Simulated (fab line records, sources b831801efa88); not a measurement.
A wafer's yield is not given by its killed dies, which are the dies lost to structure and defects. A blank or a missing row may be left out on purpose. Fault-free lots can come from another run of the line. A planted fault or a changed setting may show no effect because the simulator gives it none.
Which tool was responsible? :: flow sky130 :: Sampling: 12 lots, 36 wafers, 3 of 708 route steps

== WHAT THE GAUGES READ, wafer by wafer ==
SKY_SD_N_OVL_MEAS_08. Usual: SD_N_OVL -1.8 nm, standard deviation 1.4.
lot: L638
measured: day 27 13:53
on: overlay-02
SD_N_OVL (nm): -3.2 -2.8 -3.4
flag: 

lot: L639
measured: day 27 19:47
on: overlay-02
SD_N_OVL (nm): -2.1 -1.6 -1.7
flag: 

lot: L640
measured: day 28 12:45
on: overlay-02
SD_N_OVL (nm): -1.4 -2.1 -1.3
flag: 

lot: L641
measured: day 28 18:41
on: overlay-02
SD_N_OVL (nm): -0.3 -0.1 -0.9
flag: 

lot: L642
measured: day 29 04:59
on: overlay-02
SD_N_OVL (nm): -1.0 -0.3 -1.6
flag: 

lot: L643
measured: day 29 10:56
on: overlay-02
SD_N_OVL (nm): -3.6 -1.9 -2.2
flag: 

lot: L645
measured: day 30 01:05
on: overlay-02
SD_N_OVL (nm): -3.4 -5.2 -3.9
flag: 

lot: L646
measured: day 30 13:03
on: overlay-02
SD_N_OVL (nm): 0.3 0.6 0.1
flag: 

lot: L647
measured: day 30 19:14
on: overlay-02
SD_N_OVL (nm): -3.0 -4.2 -3.6
flag: 

lot: L654
measured: day 32 19:53
on: overlay-02
SD_N_OVL (nm): -0.5 -0.4 -0.2
flag: 

lot: L659
measured: day 34 14:35
on: overlay-01
SD_N_OVL (nm): 0.7 -1.6 -0.9
flag: 

lot: L660
measured: day 34 17:18
on: overlay-02
SD_N_OVL (nm): -0.1 -2.1 -1.4
flag: 

SKY_VIA1_BOW_MEAS_03. Usual: VIA1_BOW 79 um, standard deviation 6.5.
lot: L638
measured: day 32 10:41
on: filmMetro-03
VIA1_BOW (um): 77 84 81
flag: 

lot: L639
measured: day 32 16:22
on: filmMetro-04
VIA1_BOW (um): 75 73 74
flag: 

lot: L640
measured: day 33 07:44
on: filmMetro-02
VIA1_BOW (um): 79 66 66
flag: 

lot: L641
measured: day 33 12:31
on: filmMetro-02
VIA1_BOW (um): 79 82 81
flag: 

lot: L642
measured: day 33 23:30
on: filmMetro-04
VIA1_BOW (um): 70 87 66
flag: 

lot: L643
measured: day 34 03:40
on: filmMetro-03
VIA1_BOW (um): 85 84 78
flag: 

lot: L645
measured: day 34 17:16
on: filmMetro-02
VIA1_BOW (um): 80 69 66
flag: 

lot: L646
measured: day 35 06:04
on: filmMetro-03
VIA1_BOW (um): 75 85 71
flag: 

lot: L647
measured: day 35 12:53
on: filmMetro-04
VIA1_BOW (um): 75 86 87
flag: 

lot: L654
measured: day 37 12:13
on: filmMetro-04
VIA1_BOW (um): 78 75 78
flag: 

lot: L659
measured: day 39 07:43
on: filmMetro-04
VIA1_BOW (um): 89 73 86
flag: 

lot: L660
measured: day 39 12:08
on: filmMetro-02
VIA1_BOW (um): 69 70 70
flag: 

== EACH LOT AND THE TOOL THAT RAN IT (in order: tool; ch and the chambers of the sampled wafers; start) ==
lot: L638
SKY_RES_XHIGH_STRIP_08: plasmaAsher-03 ch 0,1, day 26 08:38

lot: L639
SKY_RES_XHIGH_STRIP_08: plasmaAsher-02 ch 0,1, day 26 14:19

lot: L640
SKY_RES_XHIGH_STRIP_08: plasmaAsher-03 ch 0,1, day 27 08:03

lot: L641
SKY_RES_XHIGH_STRIP_08: plasmaAsher-02 ch 0,1, day 27 14:11

lot: L642
SKY_RES_XHIGH_STRIP_08: plasmaAsher-02 ch 0,1, day 28 00:50

lot: L643
SKY_RES_XHIGH_STRIP_08: plasmaAsher-03 ch 0,1, day 28 06:43

lot: L645
SKY_RES_XHIGH_STRIP_08: plasmaAsher-03 ch 0, day 28 21:14

lot: L646
SKY_RES_XHIGH_STRIP_08: plasmaAsher-03 ch 0,1, day 29 09:41

lot: L647
SKY_RES_XHIGH_STRIP_08: plasmaAsher-03 ch 0,1, day 29 16:58

lot: L654
SKY_RES_XHIGH_STRIP_08: plasmaAsher-03 ch 0,1, day 31 18:26

lot: L659
SKY_RES_XHIGH_STRIP_08: plasmaAsher-03 ch 0,1, day 33 12:32

lot: L660
SKY_RES_XHIGH_STRIP_08: plasmaAsher-03 ch 0,1, day 33 14:54
- SKY_RES_XHIGH_STRIP_08: strips in O2/N2.

== WHAT THE TOOLS THEMSELVES READ (means of the sampled wafers that have a number; where no wafer has one, the mark that the record gives instead) ==
SKY_RES_XHIGH_STRIP_08. Usual: drypumpMotorCurrentA 5.7 A, standard deviation 0.47; oesProductAu 0.711 a.u., standard deviation 0.0044; stripTimeToEndpointS 14.27 s, standard deviation 0.039.
lot: L638
tool: plasmaAsher-03
drypumpMotorCurrentA (A): 5.7
oesProductAu (a.u.): 0.712
stripTimeToEndpointS (s): 14.28
flag: 

lot: L639
tool: plasmaAsher-02
drypumpMotorCurrentA (A): 5.9
oesProductAu (a.u.): 0.712
stripTimeToEndpointS (s): 14.21
flag: 

lot: L640
tool: plasmaAsher-03
drypumpMotorCurrentA (A): 5.7
oesProductAu (a.u.): 0.712
stripTimeToEndpointS (s): 14.29
flag: 

lot: L641
tool: plasmaAsher-02
drypumpMotorCurrentA (A): 5.9
oesProductAu (a.u.): 0.712
stripTimeToEndpointS (s): 14.26
flag: 

lot: L642
tool: plasmaAsher-02
drypumpMotorCurrentA (A): 5.7
oesProductAu (a.u.): 0.710
stripTimeToEndpointS (s): 14.25
flag: 

lot: L643
tool: plasmaAsher-03
drypumpMotorCurrentA (A): 5.8
oesProductAu (a.u.): 0.707
stripTimeToEndpointS (s): 14.28
flag: 

lot: L645
tool: plasmaAsher-03
drypumpMotorCurrentA (A): 5.7
oesProductAu (a.u.): 0.716
stripTimeToEndpointS (s): 14.27
flag: 

lot: L646
tool: plasmaAsher-03
drypumpMotorCurrentA (A): 5.7
oesProductAu (a.u.): 0.710
stripTimeToEndpointS (s): 14.29
flag: 

lot: L647
tool: plasmaAsher-03
drypumpMotorCurrentA (A): 5.7
oesProductAu (a.u.): 0.709
stripTimeToEndpointS (s): 14.24
flag: 

lot: L654
tool: plasmaAsher-03
drypumpMotorCurrentA (A): 5.7
oesProductAu (a.u.): 0.713
stripTimeToEndpointS (s): 14.32
flag: 

lot: L659
tool: plasmaAsher-03
drypumpMotorCurrentA (A): 5.7
oesProductAu (a.u.): 0.712
stripTimeToEndpointS (s): 14.29
flag: 

lot: L660
tool: plasmaAsher-03
drypumpMotorCurrentA (A): 5.7
oesProductAu (a.u.): 0.709
stripTimeToEndpointS (s): 14.30
flag: 

== THE ANSWER, worked out from the rows above alone ==
Rule: a lot counts as off when the mean over its wafers that have a number is more than 3 standard deviations away from the usual mean. A lot without any number at a reading at which 4 lots or more have one is off too. Where the step has rows for the other lots, those lots are counted as sound. After the gauges, taken in route order, come the tools' own readings; for these a lot's mean is taken, as printed above. The first step at which some lot is off is used, and at that step the reading that is off furthest; a lot without a number counts as furthest.
None of the lots is off at any reading shown; this tells nothing.

== WHAT WAS PUT IN BY THE SIMULATOR ==
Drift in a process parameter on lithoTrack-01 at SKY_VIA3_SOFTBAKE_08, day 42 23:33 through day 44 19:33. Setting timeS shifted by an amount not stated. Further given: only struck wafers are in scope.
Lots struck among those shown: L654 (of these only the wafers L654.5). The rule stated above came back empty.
